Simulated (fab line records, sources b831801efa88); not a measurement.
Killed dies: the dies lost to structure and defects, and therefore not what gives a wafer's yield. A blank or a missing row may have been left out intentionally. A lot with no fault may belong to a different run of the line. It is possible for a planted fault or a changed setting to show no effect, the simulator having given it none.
fab line records -- flow sky130
record lots=6, wafers=18, last_day=50
route steps=708 shown FIELD_ISO@23 NWELL@32 DNWELL@35 PAD_OPEN@708
lots that met no fault: taken from a fault-free run of the same line
start_h: hours from the record's opening day to when the first of the lot's shown wafers began -- wait_h: hours elapsed since this lot's preceding step -- " unchanged from the row above -- L1.1+2: a row that stands for several wafers -- - no value, or no start was given -- * or withheld: withheld -- < > ~ a bound
route shown NAME@n: names a module that has steps shown in the file, with the first one's number in the route -- usual: mean/standard deviation of fault-free wafers -- same: alike in all rows -- chamber/n: place in a boat -- sites: per-site readings -- _std_site: the values' standard deviation -- _edge_site: the outer-site mean with the inner-site mean subtracted -- radius_mm: for every site, how far away it sits from the centre of the wafer -- mask NAME#n: copy n -- behind: the last tool/chamber to shape the wafer -- hold: the reason the lot was held/the length of the hold in hours/how it ended -- device: names the non-switching transistor (n, p or np) -- end of line: the tests these same wafers got at the end of their route -- for a step that has no rows: nothing shown but its recipe -- killed: dies that structure and defects cost at the first sort, which is not the same as the wafer's yield -- map: a wafer's dies, marking killed ones x, the rest . and places with no die _
set.NAME: the setting that was run; set.NAME@STEP: the one run at that earlier step -- model.NAME: the simulator's own value behind a step, which no gauge read
lots at some steps of the route; a table a step, a row a wafer
services: a tool's chamber out of use, with start hour (start_h, from the record's first day; less than 0 if before it), hours out, and reason
## steps
# step SKY_FIELD_ISO_OXIDATION_22
# recipe temp_c=943.3, ambient=O2, stabilise_s=600, purge_s=300, target_thk_a=100, ox_time_s=623
# step SKY_FIELD_ISO_THK_MEAS_23
# recipe reads=SiO2_of_FIELD_ISO_OXIDATION_22
# usual FIELD_ISO_OXIDATION_01_THK=9.07/0.17
lot.wafer,tool,chamber,start_h,wait_h,FIELD_ISO_OXIDATION_01_THK[nm]
L271.1,film_metro-01,-,37.64,0.0,9.28
L271.2,film_metro-01,-,37.64,0.0,9.43
L271.6,film_metro-01,-,37.64,0.0,9.07
L274.1,film_metro-04,-,61.05,0.0,9.01
L274.2,film_metro-04,-,61.05,0.0,9.09
L274.5,film_metro-04,-,61.05,0.0,8.99
L288.1,film_metro-03,-,129.95,0.0,8.87
L288.2,film_metro-03,-,129.95,0.0,9.08
L288.5,film_metro-03,-,129.95,0.0,8.79
L289.1,film_metro-01,-,135.38,0.0,9.03
L289.3,film_metro-01,-,135.38,0.0,9.19
L289.6,film_metro-01,-,135.38,0.0,9.10
L290.2,film_metro-01,-,145.61,0.0,8.94
L290.3,film_metro-01,-,145.61,0.0,8.94
L290.5,film_metro-01,-,145.61,0.0,9.05
L292.1,film_metro-04,-,149.68,0.0,9.03
L292.2,film_metro-04,-,149.68,0.0,9.24
L292.6,film_metro-04,-,149.68,0.0,9.03
# step SKY_FIELD_ISO_CVD_24
# recipe material=SiO2, target_thk_nm=595, temp_c=650, sigma_open_frac=0.3, time_s=99.2, sih4_flow_sccm=60, pressure_mtorr=6
# step SKY_FIELD_ISO_THK_MEAS_25
# recipe reads=SiO2_of_FIELD_ISO_CVD_24
# usual FIELD_ISO_CVD_24_THK=592/6.4
lot.wafer,tool,chamber,start_h,wait_h,FIELD_ISO_CVD_24_THK[nm]
L271.1,film_metro-04,-,37.77,0.0,600
L271.2,film_metro-04,-,37.77,0.0,607
L271.6,film_metro-04,-,37.77,0.0,602
L274.1,film_metro-01,-,61.18,0.0,590
L274.2,film_metro-01,-,61.18,0.0,592
L274.5,film_metro-01,-,61.18,0.0,589
L288.1,film_metro-04,-,130.08,0.0,604
L288.2,film_metro-04,-,130.08,0.0,599
L288.5,film_metro-04,-,130.08,0.0,604
L289.1,film_metro-03,-,135.55,0.1,590
L289.3,film_metro-03,-,135.55,0.1,588
L289.6,film_metro-03,-,135.55,0.1,590
L290.2,film_metro-04,-,145.74,0.0,593
L290.3,film_metro-04,-,145.74,0.0,579
L290.5,film_metro-04,-,145.74,0.0,589
L292.1,film_metro-03,-,149.81,0.0,580
L292.2,film_metro-03,-,149.81,0.0,583
L292.6,film_metro-03,-,149.81,0.0,581
# step SKY_FIELD_ISO_ANNEAL_26
# recipe temp_c=1000, time_s=1800, ambient=N2
# step SKY_FIELD_ISO_CMP_27
# recipe stop_on=Si3N4, t_overpolish_s=16, down_force_psi=4, platen_rpm=60, target_thk_nm=457.8, pad_velocity_m_s=0.94248
# usual motor_current_A=12.4/1.1, overpolish_run_s=16.002/0.01, time_to_endpoint_s=110/3.6
lot.wafer,tool,chamber,start_h,wait_h,motor_current_A,overpolish_run_s,time_to_endpoint_s
L271.1,cmp-02,1,39.66,0.0,11.3,16.007,112
L271.2,cmp-02,2,39.66,0.0,11.5,16.002,114
L271.6,cmp-02,2,39.66,0.0,12.0,16.002,116
L274.2,cmp-02,3,69.80,0.1,11.2,16.003,111
L274.1,cmp-02,0,69.80,0.1,14.2,15.988,115
L274.5,cmp-02,3,69.80,0.1,10.9,15.998,110
L288.2,cmp-02,2,134.31,0.1,12.1,16.012,110
L288.1,cmp-02,3,134.31,0.1,11.3,15.994,110
L288.5,cmp-02,0,134.31,0.1,13.8,16.001,109
L289.1,cmp-02,0,145.42,0.0,13.9,15.990,108
L289.3,cmp-02,2,145.42,0.0,12.9,16.016,109
L289.6,cmp-02,1,145.42,0.0,10.8,16.004,113
L290.3,cmp-01,0,148.56,0.1,11.4,16.002,106
L290.2,cmp-01,1,148.56,0.1,13.7,15.991,105
L290.5,cmp-01,3,148.56,0.1,12.6,16.005,108
L292.2,cmp-02,0,152.47,0.1,14.2,16.002,108
L292.1,cmp-02,2,152.47,0.1,12.1,16.027,104
L292.6,cmp-02,0,152.47,0.1,14.0,16.006,106
# step SKY_FIELD_ISO_WET_ETCH_28
# recipe chemistry=dHF, target_depth_nm=23.7, target=SiO2, dilution=10:1, temp_c=25, time_s=47
# step SKY_FIELD_ISO_WET_ETCH_29
# recipe chemistry=H3PO4, target_depth_nm=160, target=Si3N4, temp_c=160, time_s=1825
# step SKY_FIELD_ISO_WET_ETCH_30
# recipe chemistry=dHF, target_depth_nm=25, target=SiO2, dilution=10:1, temp_c=25, time_s=50
# step SKY_NWELL_CLEAN_00
# recipe chemistry=SC1/SC2, mix=1:4:20, temp_c=70, time_s=150, dry=n2_spin
# step SKY_NWELL_OXIDATION_01
# recipe temp_c=900, ambient=O2, stabilise_s=600, purge_s=300, target_thk_a=100, ox_time_s=1418
# step SKY_NWELL_THK_MEAS_02
# recipe reads=SiO2_of_NWELL_OXIDATION_01
# usual NWELL_OXIDATION_THK=10.05/0.19
lot.wafer,tool,chamber,start_h,wait_h,NWELL_OXIDATION_THK[nm]
L271.1,film_metro-04,-,47.33,0.0,9.74
L271.2,film_metro-04,-,47.33,0.0,10.09
L271.6,film_metro-04,-,47.33,0.0,10.07
L274.1,film_metro-04,-,75.33,0.0,10.01
L274.2,film_metro-04,-,75.33,0.0,10.00
L274.5,film_metro-04,-,75.33,0.0,9.90
L288.1,film_metro-02,-,143.92,0.0,10.27
L288.2,film_metro-02,-,143.92,0.0,10.25
L288.5,film_metro-02,-,143.92,0.0,10.16
L289.1,film_metro-03,-,149.67,0.0,9.91
L289.3,film_metro-03,-,149.67,0.0,10.07
L289.6,film_metro-03,-,149.67,0.0,10.11
L290.2,film_metro-04,-,151.08,0.0,9.85
L290.3,film_metro-04,-,151.08,0.0,10.07
L290.5,film_metro-04,-,151.08,0.0,10.03
L292.1,film_metro-03,-,154.72,0.0,10.03
L292.2,film_metro-03,-,154.72,0.0,9.96
L292.6,film_metro-03,-,154.72,0.0,9.94
# step SKY_DNWELL_DEHYDRATE_00
# recipe temp_c=200, time_s=60
# usual heater_power_total_W=160.37/0.12, resist_line_temp_C=23.01/0.11, run_length_s=89.08/0.14
lot.wafer,tool,chamber,start_h,wait_h,heater_power_total_W,resist_line_temp_C,run_length_s
L271.1,litho_track-01,0,53.89,6.5,160.36,22.88,89.25
L271.2,litho_track-01,0,53.89,6.5,160.41,23.15,89.17
L271.6,litho_track-01,0,53.89,6.5,160.29,22.99,89.36
L274.1,litho_track-04,0,82.19,6.9,160.29,23.10,89.14
L274.2,litho_track-04,0,82.19,6.9,160.44,23.15,89.00
L274.5,litho_track-04,0,82.19,6.9,160.37,22.92,88.97
L288.1,litho_track-04,0,152.49,8.6,175.12,22.96,75.04
L288.2,litho_track-04,0,152.49,8.6,174.78,23.04,74.88
L288.5,litho_track-04,0,152.49,8.6,174.78,23.21,74.73
L289.1,litho_track-04,0,158.64,9.0,174.97,23.09,74.91
L289.3,litho_track-04,0,158.64,9.0,175.05,22.91,75.07
L289.6,litho_track-04,0,158.64,9.0,175.02,22.97,74.93
L290.2,litho_track-02,0,160.51,9.4,160.53,22.90,89.05
L290.3,litho_track-02,0,160.51,9.4,160.51,22.79,89.09
L290.5,litho_track-02,0,160.51,9.4,160.20,22.85,89.16
L292.1,litho_track-02,0,163.68,8.9,160.42,22.96,89.06
L292.2,litho_track-02,0,163.68,8.9,160.21,22.99,89.20
L292.6,litho_track-02,0,163.68,8.9,160.56,22.88,89.15
# step SKY_DNWELL_HMDS_01
# recipe prime_time_s=60, prime_temp_c=120
# step SKY_PAD_OPEN_PROBE_99
# usual killed_at_M0_to_M3=43/7.4, killed_at_M4_up=3.1/1.8, killed_at_contacts=26/5.6, killed_at_front_end=15/4.9, killed_at_other=0.2/0.44, killed_dies=87/10, killed_open=48/7.6, killed_short=39/6.2
# same gross_dies=492, killed_at_back_side=0
lot.wafer,tool,chamber,start_h,wait_h,killed_at_M0_to_M3,killed_at_M4_up,killed_at_contacts,killed_at_front_end,killed_at_other,killed_dies,killed_open,killed_short
L271.1,prober-01,-,1087.01,0.1,42,6,26,19,1,94,54,40
L271.2,prober-01,-,1087.06,0.1,54,1,28,15,0,98,55,43
L271.6,prober-01,-,1087.26,0.2,43,3,29,15,1,91,49,42
L274.1,prober-02,-,1121.06,0.1,44,2,28,14,0,88,47,39
L274.2,prober-02,-,1121.11,0.1,42,2,21,11,0,76,33,43
L274.5,prober-02,-,1121.26,0.2,46,1,27,10,0,84,45,39
L288.1,prober-01,-,1184.10,0.1,47,1,31,13,0,92,45,46
L288.2,prober-01,-,1184.15,0.1,56,2,28,13,1,100,54,46
L288.5,prober-01,-,1184.30,0.2,52,1,25,14,0,92,45,46
L289.1,prober-02,-,1188.38,0.1,47,5,28,13,0,93,54,39
L289.3,prober-02,-,1188.48,0.2,51,7,29,8,1,96,55,41
L289.6,prober-02,-,1188.63,0.2,29,1,18,10,0,58,33,25
L290.2,prober-02,-,1192.74,0.1,37,2,23,16,0,78,41,37
L290.3,prober-02,-,1192.79,0.2,42,3,35,17,0,97,52,45
L290.5,prober-02,-,1192.89,0.2,32,5,29,14,0,80,43,36
L292.1,prober-02,-,1194.67,0.1,43,1,35,20,0,99,57,42
L292.2,prober-02,-,1194.72,0.1,35,1,23,12,0,71,46,25
L292.6,prober-02,-,1194.92,0.2,42,2,23,12,1,80,41,39
# killed by level:class
L271.1 VIA1:geometric_particle:open=11 CONTACT:geometric_particle:open=10 VIA2:geometric_particle:open=7 LI_CONTACT:geometric_particle:open=6 VIA3:geometric_particle:open=6 FIELD_ISO:geometric_particle:open=5 LOCAL_INTERCONNECT:geometric_particle:short=5 METAL2:geometric_particle:short=5
L271.2 VIA1:geometric_particle:open=11 LI_CONTACT:geometric_particle:open=9 CONTACT:geometric_particle:open=9 VIA3:geometric_particle:open=8 METAL2:geometric_particle:short=7 VIA2:geometric_particle:open=6 POLY_GATE:geometric_particle:short=4 VIA2:geometric_particle:short=4
L271.6 VIA1:geometric_particle:open=11 LI_CONTACT:geometric_particle:open=9 CONTACT:geometric_particle:open=9 POLY_GATE:geometric_particle:short=6 CONTACT:geometric_particle:short=6 METAL1:geometric_particle:short=5 POLY_GATE:geometric_particle:open=4 VIA2:geometric_particle:short=4
L274.1 CONTACT:geometric_particle:open=14 VIA1:geometric_particle:open=9 CONTACT:geometric_particle:short=8 VIA2:geometric_particle:open=7 METAL2:geometric_particle:short=6 FIELD_ISO:geometric_particle:short=5 VIA1:geometric_particle:short=5 METAL1:geometric_particle:short=4
L274.2 VIA1:geometric_particle:open=8 LI_CONTACT:geometric_particle:open=7 METAL1:geometric_particle:short=6 LOCAL_INTERCONNECT:geometric_particle:short=5 METAL3:geometric_particle:short=5 VIA1:geometric_particle:short=4 VIA2:geometric_particle:open=4 FIELD_ISO:geometric_particle:short=3
L274.5 CONTACT:geometric_particle:open=11 VIA1:geometric_particle:open=10 LI_CONTACT:geometric_particle:open=7 VIA3:geometric_particle:open=6 METAL1:geometric_particle:short=6 METAL2:geometric_particle:short=6 LOCAL_INTERCONNECT:geometric_particle:short=5 CONTACT:geometric_particle:short=4
L288.1 VIA1:geometric_particle:open=10 VIA1:geometric_particle:short=8 LOCAL_INTERCONNECT:geometric_particle:short=7 CONTACT:geometric_particle:open=7 VIA2:geometric_particle:open=7 CONTACT:geometric_particle:short=6 VIA3:geometric_particle:open=6 FIELD_ISO:geometric_particle:open=5
L288.2 VIA1:geometric_particle:open=13 CONTACT:geometric_particle:short=12 VIA2:geometric_particle:open=12 CONTACT:geometric_particle:open=8 VIA3:geometric_particle:open=7 METAL2:geometric_particle:short=6 METAL1:geometric_particle:short=6 FIELD_ISO:geometric_particle:open=5
L288.5 VIA1:geometric_particle:open=11 CONTACT:geometric_particle:open=7 METAL2:geometric_particle:short=7 VIA3:geometric_particle:open=7 VIA1:geometric_particle:short=6 METAL3:geometric_particle:short=5 LI_CONTACT:geometric_particle:short=5 FIELD_ISO:geometric_particle:short=4
L289.1 LI_CONTACT:geometric_particle:open=11 VIA1:geometric_particle:open=10 CONTACT:geometric_particle:open=9 METAL1:geometric_particle:short=8 VIA2:geometric_particle:open=7 METAL2:geometric_particle:short=6 POLY_GATE:geometric_particle:open=5 METAL4:geometric_particle:short=4
L289.3 VIA1:geometric_particle:open=11 LI_CONTACT:geometric_particle:open=9 VIA2:geometric_particle:open=8 METAL1:geometric_particle:short=7 CONTACT:geometric_particle:open=6 VIA3:geometric_particle:open=5 METAL4:geometric_particle:short=5 LOCAL_INTERCONNECT:geometric_particle:short=5
L289.6 CONTACT:geometric_particle:open=8 VIA1:geometric_particle:open=6 VIA2:geometric_particle:open=6 LI_CONTACT:geometric_particle:open=5 POLY_GATE:geometric_particle:short=4 VIA1:geometric_particle:short=4 VIA3:geometric_particle:open=4 METAL1:geometric_particle:short=3
L290.2 VIA1:geometric_particle:open=8 LI_CONTACT:geometric_particle:open=7 LOCAL_INTERCONNECT:geometric_particle:short=7 VIA3:geometric_particle:open=6 VIA1:geometric_particle:short=5 FIELD_ISO:geometric_particle:open=4 POLY_GATE:geometric_particle:open=4 VIA2:geometric_particle:open=4
L290.3 CONTACT:geometric_particle:short=12 LI_CONTACT:geometric_particle:open=9 CONTACT:geometric_particle:open=8 VIA1:geometric_particle:open=8 VIA2:geometric_particle:open=7 FIELD_ISO:geometric_particle:open=6 METAL1:geometric_particle:short=6 VIA3:geometric_particle:open=5
L290.5 CONTACT:geometric_particle:open=10 LI_CONTACT:geometric_particle:open=8 VIA3:geometric_particle:open=7 METAL1:geometric_particle:short=6 METAL2:geometric_particle:short=6 POLY_GATE:geometric_particle:short=5 CONTACT:geometric_particle:short=5 POLY_GATE:geometric_particle:open=4
L292.1 CONTACT:geometric_particle:open=15 POLY_GATE:geometric_particle:open=10 LI_CONTACT:geometric_particle:open=8 VIA1:geometric_particle:short=6 VIA1:geometric_particle:open=6 LOCAL_INTERCONNECT:geometric_particle:short=5 LI_CONTACT:geometric_particle:short=5 VIA3:geometric_particle:open=5
L292.2 VIA1:geometric_particle:open=11 CONTACT:geometric_particle:open=7 VIA2:geometric_particle:open=7 FIELD_ISO:geometric_particle:open=5 LI_CONTACT:geometric_particle:open=5 CONTACT:geometric_particle:short=4 METAL2:geometric_particle:short=4 LOCAL_INTERCONNECT:geometric_particle:short=3
L292.6 VIA1:geometric_particle:open=12 CONTACT:geometric_particle:open=7 VIA1:geometric_particle:short=7 LI_CONTACT:geometric_particle:short=5 LI_CONTACT:geometric_particle:open=4 CONTACT:geometric_particle:short=4 METAL1:geometric_particle:short=4 VIA2:geometric_particle:open=4
## services
tool,chamber,start_h,hours,kind
cmp-02,-,16.96,4.5,pm
cmp-02,-,48.43,1.6,repair
cmp-01,-,64.16,4.0,pm
cmp-01,-,68.16,-,consumable_replace:conditioner
cmp-01,-,68.16,-,consumable_replace:pad
cmp-01,-,97.92,4.9,repair
cmp-02,-,100.45,1.1,repair
cmp-02,-,121.93,1.0,repair
cmp-01,-,138.70,0.3,repair
## key
first_sign step=SKY_DNWELL_DEHYDRATE_00, reading=heater_power_total_W, direction=up, sigmas=99+, usual=*, struck=*
effect step=SKY_DNWELL_DEHYDRATE_00, reading=run_length_s, direction=down, sigmas=99+, usual=*, struck=*
met_at SKY_DNWELL_DEHYDRATE_00
struck_wafers L288.1,L288.2,L288.5,L289.1,L289.3,L289.6
tester_left_out L288,L289
onset_between 82.19 152.49
fault kind=process_parameter_drift, tool=litho_track-04, chamber=-, onset_h=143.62, steps=SKY_DNWELL_DEHYDRATE_00, channel=time_s, offset=*, shape=step, end_h=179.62, acts_in=*, stated=*
# tester_left_out: of these lots the tester's yield and bins aren't shown, on N5 and GAA mostly nor the transistor test; their killed dies are dies lost to structure and defects alone, not to doping, threshold or leakage, so they don't give the yield
